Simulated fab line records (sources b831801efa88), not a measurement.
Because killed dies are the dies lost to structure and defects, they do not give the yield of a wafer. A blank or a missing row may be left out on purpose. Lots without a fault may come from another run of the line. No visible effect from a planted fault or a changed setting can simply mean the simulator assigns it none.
A struck lot beside a sound one	flow sky130	42 steps out of a route of 708
Sound: the wafers L543.3, L543.5, L543.6. Wafers L548.1, L548.2, L548.3 were the ones struck. The cause is named last.
Order at every step that has rows: each side's tool, ch and its chambers, its first start. Under that, the readings that differ: sound wafers	struck wafers	difference of the means	sigmas: that difference in standard deviations of wafers without a fault.
alike: words and numbers the same on both sides, and readings whose means are apart by under 2 such deviations; not compared: readings that were withheld, readings missing a value for some wafer, numbers with overlapping values and no deviation given by the record, and bounds like >300 which may hide the same value.
The two part at a step that has a row with sigmas, a row that says differs or no value, or rows on one side only. Numbers that have no deviation but don't overlap get no sigmas and don't part them. A reading missing from all wafers of one side parts the sides only when that side holds two or more wafers.

first, 1 step without rows for these wafers: SKY_POLY_CUT_ETCH_10 (etches BARC in N2/H2, stops on SiO2, time 45.9 s, target depth 60 nm).
SKY_POLY_CUT_ETCH_11: etches Si3N4 in CF4/CH2F2/Ar, stops on poly-Si, time 42.5 s, target depth 60 nm.
  sound on rie-diel-01 ch 2,3, day 24 20:32; struck on rie-diel-01 ch 0,2,3, day 26 17:29
  alike: drypump-motor-current-A, oes-product-au, throttle-valve-pct
  not compared: rf-hours-counter-h
SKY_POLY_CUT_STRIP_12: strips in O2/N2.
  sound on plasma-asher-03 ch 0,1, day 24 20:37; struck on plasma-asher-01 ch 0,1, day 26 17:32
reading	sound	struck	difference	sigmas
strip-time-to-endpoint-s (s)	5.376 5.366 5.376	5.311 5.319 5.287	-0.067	-3
  alike: drypump-motor-current-A, oes-product-au
  not compared: rf-hours-counter-h
then, 7 steps without rows for these wafers: SKY_SD_P_DEHYDRATE_00 (time 60 s); SKY_SD_P_HMDS_01 (prime time 60 s); SKY_SD_P_COAT_02 (resist thk 1140 nm); SKY_SD_P_SOFTBAKE_03 (time 60 s); SKY_SD_P_EXPOSE_04 (exposes mask PSDM, target cd 380 nm); SKY_SD_P_PEB_05; SKY_SD_P_DEVELOP_06 (develop time 60 s).
SKY_SD_P_CD_MEAS_07: the cd target is 380 nm.
  sound on cd-sem-02, day 26 01:51; struck on cd-sem-01, day 27 21:26
  alike: cd-nm
SKY_SD_P_OVL_MEAS_08:
  sound on overlay-01, day 26 01:57; struck on overlay-02, day 27 21:33
  alike: SD_P_OVL
SKY_SD_P_IMPLANT_09:
  sound on implanter-04 ch 0, day 26 02:01; struck on implanter-02 ch 0, day 27 21:35
  alike: tilt-deg
then, 1 step without rows for these wafers: SKY_SD_P_STRIP_10 (strips in O2/N2).
SKY_SD_P_TW_MEAS_11:
  sound on film-metro-01, day 26 02:14; struck on film-metro-03, day 27 21:50
  alike: SD_P_TW
then, 8 steps without rows for these wafers: SKY_RES_XHIGH_DEHYDRATE_00 (time 60 s); SKY_RES_XHIGH_HMDS_01 (prime time 60 s); SKY_RES_XHIGH_COAT_02 (resist thk 1140 nm); SKY_RES_XHIGH_SOFTBAKE_03 (time 60 s); SKY_RES_XHIGH_EXPOSE_04 (exposes mask URPM, target cd 1270 nm); SKY_RES_XHIGH_PEB_05; SKY_RES_XHIGH_DEVELOP_06 (develop time 60 s); SKY_RES_XHIGH_IMPLANT_07.
SKY_RES_XHIGH_STRIP_08: strips in O2/N2.
  sound on plasma-asher-02 ch 0,1, day 27 07:12; struck on plasma-asher-04 ch 0,1, day 29 02:23
  alike: drypump-motor-current-A, oes-product-au, strip-time-to-endpoint-s
  not compared: rf-hours-counter-h
SKY_RES_XHIGH_TW_MEAS_09:
  sound on film-metro-01, day 27 07:17; struck on film-metro-03, day 29 02:29
  alike: RES_XHIGH_TW
then, 7 steps without rows for these wafers: SKY_SD_N_DEHYDRATE_00 (time 60 s); SKY_SD_N_HMDS_01 (prime time 60 s); SKY_SD_N_COAT_02 (resist thk 1140 nm); SKY_SD_N_SOFTBAKE_03 (time 60 s); SKY_SD_N_EXPOSE_04 (exposes mask NSDM, target cd 380 nm); SKY_SD_N_PEB_05; SKY_SD_N_DEVELOP_06 (develop time 60 s).
SKY_SD_N_CD_MEAS_07: the cd target is 380 nm.
  sound on cd-sem-02, day 28 11:17; struck on cd-sem-02, day 30 06:17
  alike: cd-nm
SKY_SD_N_OVL_MEAS_08:
  sound on overlay-01, day 28 11:22; struck on overlay-01, day 30 06:25
  alike: SD_N_OVL
then, 2 steps without rows for these wafers: SKY_SD_N_IMPLANT_09; SKY_SD_N_IMPLANT_10.
SKY_SD_N_STRIP_11: strips in O2/N2.
  sound on plasma-asher-03 ch 0,1, day 28 11:44; struck on plasma-asher-02 ch 0,1, day 30 06:44
  alike: drypump-motor-current-A, oes-product-au, strip-time-to-endpoint-s
  not compared: rf-hours-counter-h
SKY_SD_N_TW_MEAS_12:
  sound on film-metro-03, day 28 11:49; struck on film-metro-03, day 30 06:50
  alike: SD_N_TW
then, 1 step without rows for these wafers: SKY_SD_N_CLEAN_13 (cleans in SC1/SC2, time 150 s).
SKY_SD_N_RTA_14: time 2 s.
  sound on rtp-anneal-01 ch 0, day 28 12:00; struck on rtp-anneal-02 ch 0, day 30 06:57
  alike: lamp-power-pct, wafer_temp_C_max
SKY_SD_N_RS_MEAS_16: the measuring method here is four-point-probe.
  sound on film-metro-01, day 28 12:14; struck on film-metro-03, day 30 07:08
  alike: SD_N_RS
-- the record jumps here: 17 days lie between the struck wafers' starts before and after (it left off in module SD_N and takes up again in module PAD_OPEN, whose first step shown is number 708 of the route) --
SKY_PAD_OPEN_PROBE_99:
  sound on prober-01, day 46 02:22; struck on prober-02, day 47 11:58
reading	sound	struck	difference	sigmas
model.etest.res-high-po.rs-ohm-sq-range	8.097 18.05 10.65	79.48 74.51 77.06	+64.75	
model.etest.res-pdiff.rs-ohm-sq-range	6.615 9.844 6.773	21.78 23.93 23.64	+15.37	
  alike: killed_at_M0_to_M3, killed_at_M4_up, killed-at-contacts, killed-at-front-end, killed-at-other, killed-dies, killed-open, killed-short
  not compared: model.etest.pfet_01v8.drive-ua-um-range

## WHERE THEY PART
Within this record, at SKY_POLY_CUT_STRIP_12 only. Later steps at which nothing parts them and some readings are alike: SKY_SD_P_CD_MEAS_07, SKY_SD_P_OVL_MEAS_08, SKY_SD_P_IMPLANT_09, SKY_SD_P_TW_MEAS_11, SKY_RES_XHIGH_STRIP_08, SKY_RES_XHIGH_TW_MEAS_09, SKY_SD_N_CD_MEAS_07, SKY_SD_N_OVL_MEAS_08, SKY_SD_N_STRIP_11, SKY_SD_N_TW_MEAS_12, SKY_SD_N_RTA_14, SKY_SD_N_RS_MEAS_16, SKY_PAD_OPEN_PROBE_99.

WHY: the cause the simulator had injected
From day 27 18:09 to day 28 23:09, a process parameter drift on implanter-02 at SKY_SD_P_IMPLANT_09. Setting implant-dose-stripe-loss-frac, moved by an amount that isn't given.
